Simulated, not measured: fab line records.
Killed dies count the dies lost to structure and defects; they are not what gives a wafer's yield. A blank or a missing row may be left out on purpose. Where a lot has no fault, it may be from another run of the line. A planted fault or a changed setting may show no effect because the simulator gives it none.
What tool caused it?    flow gf180mcu    24 lots with 72 wafers sampled at 5 steps, on a route of 602 steps

== WHAT THE GAUGES READ, wafer by wafer ==
GF_V4_THK_MEAS_01.
lot   measured      on             V4_CVD_00_THK (nm)
L074  day 23 04:35  film-metro-02  624 629 632
L075  day 23 09:01  film-metro-01  612 616 616
L076  day 23 22:53  film-metro-02  626 615 625
L077  day 24 04:46  film-metro-04  621 627 624
L078  day 24 23:01  film-metro-01  627 631 625
L079  day 25 01:49  film-metro-02  634 625 622
L080  day 25 09:37  film-metro-01  626 634 624
L081  day 25 21:53  film-metro-04  630 625 635
L082  day 26 17:28  film-metro-01  634 625 625
L083  day 27 01:58  film-metro-01  620 629 617
L084  day 27 04:31  film-metro-01  630 636 634
L085  day 27 17:05  film-metro-01  625 621 629
L086  day 27 21:38  film-metro-04  633 631 631
L087  day 28 02:57  film-metro-02  624 622 628
L089  day 28 07:20  film-metro-01  629 625 623
L088  day 28 13:13  film-metro-01  628 627 626
L090  day 28 19:02  film-metro-02  630 630 633
L092  day 29 05:28  film-metro-02  632 628 626
L091  day 29 07:00  film-metro-01  624 623 628
L093  day 29 20:29  film-metro-04  632 635 637
L094  day 29 22:03  film-metro-04  622 617 628
L095  day 30 01:46  film-metro-01  623 635 632
L096  day 30 08:31  film-metro-02  628 633 627
L097  day 30 14:36  film-metro-02  628 628 627

== EACH LOT AND THE TOOL THAT RAN IT (in order: tool; ch and the chambers of the sampled wafers; start) ==
lot   GF_SALICIDE_SPUTTER_02        GF_V2_SPUTTER_22              GF_V3_CMP_04                   GF_V3_ETCH_17
L074  pvd-sputter-04, day 14 21:07  pvd-sputter-04, day 20 00:23  cmp-01 ch 0,2,3, day 21 02:53  rie-diel-04 ch 0,2, day 23 04:35 or earlier
L075  pvd-sputter-01, day 15 04:41  pvd-sputter-02, day 20 06:18  cmp-02 ch 2,3, day 21 08:25    rie-diel-04 ch 0,2, day 23 09:01 or earlier
L076  pvd-sputter-03, day 15 14:10  pvd-sputter-02, day 20 19:59  cmp-01 ch 0,2,3, day 21 21:52  rie-diel-04 ch 0,3, day 23 22:53 or earlier
L077  pvd-sputter-03, day 15 20:52  pvd-sputter-03, day 21 02:03  cmp-01 ch 1,2, day 22 03:15    rie-diel-03 ch 1,2,3, day 24 04:46 or earlier
L078  pvd-sputter-03, day 16 15:40  pvd-sputter-02, day 21 22:52  cmp-02 ch 0,1,3, day 22 23:35  rie-diel-03 ch 1,3, day 24 23:01 or earlier
L079  pvd-sputter-04, day 16 15:53  pvd-sputter-04, day 22 00:05  cmp-01 ch 0,1,2, day 23 01:26  rie-diel-03 ch 0,1,2, day 25 01:49 or earlier
L080  pvd-sputter-03, day 17 03:46  pvd-sputter-04, day 22 09:41  cmp-01 ch 0,1, day 23 10:48    rie-diel-03 ch 0,1,3, day 25 09:37 or earlier
L081  pvd-sputter-04, day 17 15:41  pvd-sputter-02, day 22 22:56  cmp-02 ch 1,2,3, day 23 23:35  rie-diel-03 ch 0,2,3, day 25 21:53 or earlier
L082  pvd-sputter-03, day 18 13:26  pvd-sputter-04, day 23 20:50  cmp-02 ch 0,2,3, day 24 21:10  rie-diel-04 ch 2,3, day 26 17:28 or earlier
L083  pvd-sputter-01, day 18 23:22  pvd-sputter-03, day 24 05:14  cmp-02 ch 0,1,2, day 25 05:11  rie-diel-04 ch 2,3, day 27 01:58 or earlier
L084  pvd-sputter-04, day 19 02:11  pvd-sputter-04, day 24 08:26  cmp-02 ch 0,3, day 25 08:07    rie-diel-01 ch 0,1,2, day 27 04:31 or earlier
L085  pvd-sputter-03, day 19 18:31  pvd-sputter-03, day 24 21:54  cmp-02 ch 0,1,3, day 25 21:38  rie-diel-04 ch 0,2, day 27 17:05 or earlier
L086  pvd-sputter-04, day 19 20:46  pvd-sputter-03, day 25 02:18  cmp-02 ch 1,2,3, day 26 02:01  rie-diel-03 ch 0,3, day 27 21:38 or earlier
L087  pvd-sputter-03, day 20 05:07  pvd-sputter-03, day 25 08:22  cmp-02 ch 0,2, day 26 07:50    rie-diel-04 ch 0,3, day 28 02:57 or earlier
L089  pvd-sputter-03, day 20 11:49  pvd-sputter-03, day 25 13:14  cmp-02 ch 0,2, day 26 13:11    rie-diel-04 ch 0,1, day 28 07:20 or earlier
L088  pvd-sputter-01, day 20 19:05  pvd-sputter-03, day 25 20:37  cmp-02 ch 0,2,3, day 26 19:13  rie-diel-04 ch 0,1, day 28 13:13 or earlier
L090  pvd-sputter-01, day 20 23:59  pvd-sputter-02, day 26 00:49  cmp-02 ch 0,1,2, day 26 23:43  rie-diel-04 ch 2,3, day 28 19:02 or earlier
L092  pvd-sputter-04, day 21 13:55  pvd-sputter-04, day 26 13:25  cmp-02 ch 0,1,3, day 27 12:37  rie-diel-03 ch 1,2,3, day 29 05:28 or earlier
L091  pvd-sputter-03, day 21 16:15  pvd-sputter-04, day 26 14:55  cmp-02 ch 0,2,3, day 27 13:02  rie-diel-04 ch 0,2,3, day 29 07:00 or earlier
L093  pvd-sputter-03, day 22 08:58  pvd-sputter-02, day 27 06:07  cmp-02 ch 0,1,3, day 28 03:28  rie-diel-04 ch 0,1,2, day 29 20:29 or earlier
L094  pvd-sputter-03, day 22 11:46  pvd-sputter-02, day 27 07:52  cmp-01 ch 0,2,3, day 28 06:28  rie-diel-01 ch 0,2,3, day 29 22:03 or earlier
L095  pvd-sputter-04, day 22 13:52  pvd-sputter-04, day 27 11:52  cmp-02 ch 0,1, day 28 08:55    rie-diel-01 ch 1,2,3, day 30 01:46 or earlier
L096  pvd-sputter-03, day 22 23:11  pvd-sputter-04, day 27 18:37  cmp-01 ch 0,1,2, day 28 16:15  rie-diel-04 ch 2,3, day 30 08:31 or earlier
L097  pvd-sputter-04, day 23 05:55  pvd-sputter-04, day 28 01:05  cmp-01 ch 1,2, day 28 22:26    rie-diel-01 ch 0,2,3, day 30 14:36 or earlier
- GF_SALICIDE_SPUTTER_02: material Co, target thk 10 nm, time 20 s.
- GF_V2_SPUTTER_22: material TiN, target thk 10 nm, time 40 s.
- GF_V3_CMP_04: polishes SiO2.
- GF_V3_ETCH_17: etches SiO2 in C4F8/O2/Ar, stops on TiN, target depth 635 nm.

== WHAT THE TOOLS THEMSELVES READ (means of the sampled wafers that have a number; where no wafer has one, the mark that the record gives instead) ==
GF_SALICIDE_SPUTTER_02.
lot   tool            throttle-valve-pct (%)
L074  pvd-sputter-04  30.0
L075  pvd-sputter-01  28.8
L076  pvd-sputter-03  30.2
L077  pvd-sputter-03  29.8
L078  pvd-sputter-03  29.9
L079  pvd-sputter-04  30.1
L080  pvd-sputter-03  30.6
L081  pvd-sputter-04  30.5
L082  pvd-sputter-03  30.0
L083  pvd-sputter-01  27.8
L084  pvd-sputter-04  30.0
L085  pvd-sputter-03  29.7
L086  pvd-sputter-04  30.0
L087  pvd-sputter-03  30.6
L089  pvd-sputter-03  30.1
L088  pvd-sputter-01  29.1
L090  pvd-sputter-01  28.4
L092  pvd-sputter-04  29.7
L091  pvd-sputter-03  30.5
L093  pvd-sputter-03  30.5
L094  pvd-sputter-03  30.8
L095  pvd-sputter-04  30.7
L096  pvd-sputter-03  30.1
L097  pvd-sputter-04  31.5

GF_V2_SPUTTER_22.
lot   tool            throttle-valve-pct (%)
L074  pvd-sputter-04  30.8
L075  pvd-sputter-02  29.5
L076  pvd-sputter-02  30.0
L077  pvd-sputter-03  30.2
L078  pvd-sputter-02  29.7
L079  pvd-sputter-04  31.0
L080  pvd-sputter-04  31.4
L081  pvd-sputter-02  29.9
L082  pvd-sputter-04  30.2
L083  pvd-sputter-03  28.8
L084  pvd-sputter-04  30.9
L085  pvd-sputter-03  30.1
L086  pvd-sputter-03  30.0
L087  pvd-sputter-03  30.9
L089  pvd-sputter-03  28.8
L088  pvd-sputter-03  29.4
L090  pvd-sputter-02  28.5
L092  pvd-sputter-04  30.9
L091  pvd-sputter-04  30.2
L093  pvd-sputter-02  28.9
L094  pvd-sputter-02  29.3
L095  pvd-sputter-04  30.8
L096  pvd-sputter-04  30.8
L097  pvd-sputter-04  30.5

GF_V3_CMP_04.
lot   tool    motor-current-A (A)  slurry-flow-ml-min  time-to-endpoint-s (s)
L074  cmp-01  12.3                 149.9               84
L075  cmp-02  13.8                 149.5               87
L076  cmp-01  12.2                 149.8               87
L077  cmp-01  10.8                 149.4               79
L078  cmp-02  13.0                 149.8               84
L079  cmp-01  12.0                 150.0               78
L080  cmp-01  11.8                 150.1               87
L081  cmp-02  12.9                 150.1               92
L082  cmp-02  12.9                 149.7               86
L083  cmp-02  12.3                 150.2               84
L084  cmp-02  12.3                 150.2               88
L085  cmp-02  12.8                 150.2               80
L086  cmp-02  12.9                 150.2               83
L087  cmp-02  12.1                 150.0               84
L089  cmp-02  11.8                 150.0               85
L088  cmp-02  13.0                 149.8               89
L090  cmp-02  11.7                 149.7               84
L092  cmp-02  12.8                 149.9               82
L091  cmp-02  12.6                 150.1               75
L093  cmp-02  12.6                 149.7               77
L094  cmp-01  12.4                 149.9               81
L095  cmp-02  12.1                 149.9               79
L096  cmp-01  11.8                 149.5               86
L097  cmp-01  11.0                 150.2               84

GF_V3_ETCH_17.
lot   tool         oes-product-au (a.u.)
L074  rie-diel-04  0.859
L075  rie-diel-04  0.852
L076  rie-diel-04  0.851
L077  rie-diel-03  0.857
L078  rie-diel-03  0.855
L079  rie-diel-03  0.851
L080  rie-diel-03  0.857
L081  rie-diel-03  0.857
L082  rie-diel-04  0.859
L083  rie-diel-04  0.856
L084  rie-diel-01  0.856
L085  rie-diel-04  0.856
L086  rie-diel-03  0.853
L087  rie-diel-04  0.855
L089  rie-diel-04  0.860
L088  rie-diel-04  0.857
L090  rie-diel-04  0.857
L092  rie-diel-03  0.859
L091  rie-diel-04  0.858
L093  rie-diel-04  0.852
L094  rie-diel-01  0.856
L095  rie-diel-01  0.860
L096  rie-diel-04  0.855
L097  rie-diel-01  0.854

== THE ANSWER, worked out from the rows above alone ==
Rule: usual is defined by the lots themselves. Put in order of their means at a reading, lots are off if they are a third of the lots or fewer, leave a main group of 4 or more, and stand apart from it by a gap of 3 or more times the standard deviation of the main group's means; of several such gaps the widest counts. A main group whose means are all the same, to the digits that the tables above print for the reading, isn't used. Also off: a lot with no number at a reading for which 4 or more lots have one. Where the step has rows for the other lots, those lots are counted as sound. The gauges are gone through in route order, then the tools' own readings, and for those a lot's mean is taken as printed above. At the first step where some lot is off, the reading lying furthest off is the one used; lots without a number count as furthest.
No lot is off at any reading shown: from this, nothing can be told.

== WHAT THE SIMULATOR HAD INSERTED ==
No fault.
